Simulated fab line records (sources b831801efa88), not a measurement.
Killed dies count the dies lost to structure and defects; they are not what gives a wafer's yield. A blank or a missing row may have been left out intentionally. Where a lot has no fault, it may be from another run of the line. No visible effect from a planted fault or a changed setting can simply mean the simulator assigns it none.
The tool behind it: which one?    flow sky130    12 lots, 36 wafers sampled, at 5 steps of a route of 708

== WHAT THE GAUGES READ, wafer by wafer ==
The record holds no reading of a measuring or inspecting step that can be judged against a usual standard deviation.

== TOOL THAT RAN EACH LOT (tool first, then ch and the chambers of the sampled wafers, then the start) ==
lot   SKY_VIA3_STRIP_16                     SKY_VIA3_SPUTTER_20           SKY_CAP2M_SOFTBAKE_08              SKY_CAP2M_STRIP_14                    SKY_PAD_OPEN_PROBE_99
L475  plasma_asher-03 ch 0,1, day 40 02:17  pvd_sputter-02, day 40 02:55  litho_track-04 ch 0, day 40 16:11  plasma_asher-02 ch 0,1, day 41 04:33  prober-01, day 46 06:17
L477  plasma_asher-03 ch 0,1, day 40 19:05  pvd_sputter-01, day 40 20:05  litho_track-01 ch 0, day 41 09:05  plasma_asher-01 ch 0,1, day 41 20:40  prober-01, day 46 20:02
L479  plasma_asher-02 ch 0,1, day 41 12:11  pvd_sputter-04, day 41 12:48  litho_track-04 ch 0, day 42 01:29  plasma_asher-04 ch 0,1, day 42 13:38  prober-02, day 47 09:08
L480  plasma_asher-02 ch 0,1, day 41 21:47  pvd_sputter-04, day 41 22:25  litho_track-01 ch 0, day 42 11:41  plasma_asher-02 ch 0,1, day 42 23:35  prober-01, day 47 19:38
L482  plasma_asher-01 ch 0,1, day 42 13:20  pvd_sputter-04, day 42 13:56  litho_track-01 ch 0, day 43 02:20  plasma_asher-02 ch 0,1, day 43 14:26  prober-01, day 48 08:10
L487  plasma_asher-01 ch 0, day 43 19:56    pvd_sputter-01, day 43 20:35  litho_track-02 ch 0, day 44 09:33  plasma_asher-01 ch 0,1, day 44 21:04  prober-02, day 49 10:40
L490  plasma_asher-02 ch 0,1, day 44 19:02  pvd_sputter-04, day 44 19:37  litho_track-04 ch 0, day 45 06:22  plasma_asher-02 ch 0,1, day 45 17:50  prober-01, day 50 03:09
L492  plasma_asher-03 ch 0,1, day 45 02:38  pvd_sputter-02, day 45 03:14  litho_track-01 ch 0, day 45 14:44  plasma_asher-02 ch 0,1, day 46 01:55  prober-02, day 50 08:14
L494  plasma_asher-03 ch 0,1, day 45 11:59  pvd_sputter-01, day 45 12:35  litho_track-02 ch 0, day 46 00:17  plasma_asher-01 ch 0,1, day 46 11:10  prober-02, day 50 17:23
L496  plasma_asher-03 ch 1, day 46 02:59    pvd_sputter-04, day 46 03:37  litho_track-02 ch 0, day 46 15:15  plasma_asher-02 ch 0,1, day 47 01:37  prober-01, day 51 03:42
L495  plasma_asher-01 ch 0,1, day 46 07:34  pvd_sputter-04, day 46 08:07  litho_track-02 ch 0, day 46 19:30  plasma_asher-02 ch 0,1, day 47 05:05  prober-02, day 51 07:25
L497  plasma_asher-03 ch 0,1, day 46 10:01  pvd_sputter-02, day 46 10:37  litho_track-02 ch 0, day 46 22:26  plasma_asher-01 ch 0,1, day 47 08:29  prober-01, day 51 09:28
- SKY_VIA3_STRIP_16: strips in O2/N2.
- SKY_VIA3_SPUTTER_20: material TiN, target thk 20 nm, time 80 s.
- SKY_CAP2M_SOFTBAKE_08: time 60 s.
- SKY_CAP2M_STRIP_14: strips in O2/N2.
- SKY_PAD_OPEN_PROBE_99

== WHAT THE TOOLS THEMSELVES READ (means of the sampled wafers that have a number; where no wafer has one, the mark that the record gives instead) ==
SKY_VIA3_STRIP_16. Usual: drypump_motor_current_A 5.8 A, standard deviation 0.31; oes_product_au 0.402 a.u., standard deviation 0.0049; strip_time_to_endpoint_s 4.13 s, standard deviation 0.041.
lot   tool             drypump_motor_current_A (A)  oes_product_au (a.u.)  strip_time_to_endpoint_s (s)  flag
L475  plasma_asher-03  5.9                          0.405                  4.13                          
L477  plasma_asher-03  6.0                          0.406                  4.16                          
L479  plasma_asher-02  5.8                          0.404                  4.11                          
L480  plasma_asher-02  5.5                          0.397                  4.10                          
L482  plasma_asher-01  5.6                          0.400                  4.15                          
L487  plasma_asher-01  6.0                          0.405                  4.13                          
L490  plasma_asher-02  5.5                          0.401                  4.13                          
L492  plasma_asher-03  6.0                          0.406                  4.16                          
L494  plasma_asher-03  5.9                          0.403                  4.16                          
L496  plasma_asher-03  5.8                          0.395                  4.18                          
L495  plasma_asher-01  5.6                          0.405                  4.14                          
L497  plasma_asher-03  6.0                          0.405                  4.15                          

SKY_VIA3_SPUTTER_20. Usual: throttle_valve_pct 29.8 %, standard deviation 0.8.
lot   tool            throttle_valve_pct (%)  flag
L475  pvd_sputter-02  28.8                    
L477  pvd_sputter-01  29.7                    
L479  pvd_sputter-04  29.8                    
L480  pvd_sputter-04  29.6                    
L482  pvd_sputter-04  29.6                    
L487  pvd_sputter-01  29.4                    
L490  pvd_sputter-04  29.9                    
L492  pvd_sputter-02  31.0                    
L494  pvd_sputter-01  29.9                    
L496  pvd_sputter-04  30.1                    
L495  pvd_sputter-04  29.6                    
L497  pvd_sputter-02  30.1                    

SKY_CAP2M_SOFTBAKE_08. Usual: heater_power_total_W 56.60 W, standard deviation 0.048; plate_temp_C 90.00 C, standard deviation 0.12.
lot   tool            heater_power_total_W (W)  plate_temp_C (C)  flag
L475  litho_track-04  56.57                     90.00             
L477  litho_track-01  56.60                     90.00             
L479  litho_track-04  56.66                     89.93             
L480  litho_track-01  58.17                     91.65             OFF
L482  litho_track-01  58.16                     91.64             OFF
L487  litho_track-02  56.60                     90.03             
L490  litho_track-04  56.60                     90.03             
L492  litho_track-01  56.58                     89.94             
L494  litho_track-02  56.56                     90.07             
L496  litho_track-02  56.57                     89.92             
L495  litho_track-02  56.62                     90.03             
L497  litho_track-02  56.63                     90.00             

SKY_CAP2M_STRIP_14. Usual: drypump_motor_current_A 5.6 A, standard deviation 0.45; oes_product_au 0.710 a.u., standard deviation 0.0041; strip_time_to_endpoint_s 12.70 s, standard deviation 0.061.
lot   tool             drypump_motor_current_A (A)  oes_product_au (a.u.)  strip_time_to_endpoint_s (s)  flag
L475  plasma_asher-02  5.4                          0.707                  12.55                         
L477  plasma_asher-01  5.8                          0.716                  12.68                         
L479  plasma_asher-04  5.3                          0.710                  12.73                         
L480  plasma_asher-02  5.5                          0.712                  12.64                         
L482  plasma_asher-02  5.8                          0.714                  12.61                         
L487  plasma_asher-01  5.6                          0.704                  12.60                         
L490  plasma_asher-02  5.8                          0.711                  12.65                         
L492  plasma_asher-02  5.8                          0.712                  12.67                         
L494  plasma_asher-01  5.6                          0.708                  12.70                         
L496  plasma_asher-02  5.4                          0.705                  12.77                         
L495  plasma_asher-02  5.8                          0.711                  12.69                         
L497  plasma_asher-01  5.6                          0.707                  12.74                         

SKY_PAD_OPEN_PROBE_99. Usual: defect_limited_yield 82.0 %, standard deviation 1.9; killed_at_M0_to_M3 46, standard deviation 6.7; killed_at_M4_up 3.3, standard deviation 2; killed_at_contacts 24, standard deviation 5.4; killed_at_front_end 15, standard deviation 4.3; killed_at_other 0.4, standard deviation 0.64; killed_dies 89, standard deviation 9.1; killed_open 48, standard deviation 7.2; killed_short 40, standard deviation 6.3; sort_bin_3_pad_short 0.9 %, standard deviation 0.42; sort_bin_5_function 10.8 %, standard deviation 1.5; sort_bin_6_memory 6.4 %, standard deviation 1.1; sort_n_pass 403, standard deviation 9.1; sort_yield_pct 82.0 %, standard deviation 1.9.
lot   tool       defect_limited_yield (%)  killed_at_M0_to_M3  killed_at_M4_up  killed_at_contacts  killed_at_front_end  killed_at_other  killed_dies  killed_open  killed_short  sort_bin_3_pad_short (%)  sort_bin_5_function (%)  sort_bin_6_memory (%)  sort_n_pass  sort_yield_pct (%)  flag
L475  prober-01  81.2                      49                  2.7              23                  18                   0.7              93           50           43            0.9                       11.6                     6.3                    399          81.2                
L477  prober-01  83.9                      36                  4.0              20                  19                   0.7              79           44           35            0.7                       9.7                      5.6                    413          83.9                
L479  prober-02  81.4                      47                  1.7              26                  16                   0.3              92           49           41            1.1                       10.9                     6.6                    400          81.4                
L480  prober-01  79.5                      52                  5.3              28                  15                   0.3              101          55           46            1.5                       11.9                     7.2                    391          79.5                
L482  prober-01  82.9                      39                  1.0              31                  13                   0.3              84           50           34            0.3                       10.4                     6.3                    408          82.9                
L487  prober-02  83.0                      46                  3.3              24                  10                   0.3              84           50           33            0.6                       10.8                     5.6                    408          83.0                
L490  prober-01  83.7                      44                  4.0              19                  13                   0.3              80           42           38            0.8                       10.3                     5.2                    412          83.7                
L492  prober-02  82.9                      49                  2.0              18                  13                   2.0              84           45           38            0.6                       10.3                     6.2                    408          82.9                
L494  prober-02  81.5                      45                  3.3              25                  17                   0.7              91           50           41            0.7                       11.6                     6.2                    401          81.5                
L496  prober-01  82.4                      45                  3.3              24                  14                   1.0              86           51           36            0.7                       10.6                     6.2                    406          82.4                
L495  prober-02  81.5                      52                  5.3              20                  14                   0.3              91           49           42            0.7                       11.4                     6.4                    401          81.5                
L497  prober-01  81.6                      46                  1.7              26                  16                   0.3              90           48           42            0.8                       11.4                     6.2                    402          81.6                

== THE ANSWER, worked out from the rows above alone ==
Rule: take the mean of a lot's wafers that have a number; if it is more than 3 standard deviations from the usual mean, the lot is off. A lot without any number at a reading at which 4 lots or more have one is off too. All remaining lots with rows at the step are treated as sound. First the gauges in route order, then the tools' own readings, where a lot's mean is used as printed above. At the first step where some lot is off, the reading lying furthest off is the one used; lots without a number count as furthest.
Off at SKY_CAP2M_SOFTBAKE_08 (heater_power_total_W): L480, L482.
A tool fits if, at that step or a process step before it, it ran every lot that is off, and no sound lot after the first of them. Of those tried, none fits.

== WHAT WAS PUT IN BY THE SIMULATOR ==
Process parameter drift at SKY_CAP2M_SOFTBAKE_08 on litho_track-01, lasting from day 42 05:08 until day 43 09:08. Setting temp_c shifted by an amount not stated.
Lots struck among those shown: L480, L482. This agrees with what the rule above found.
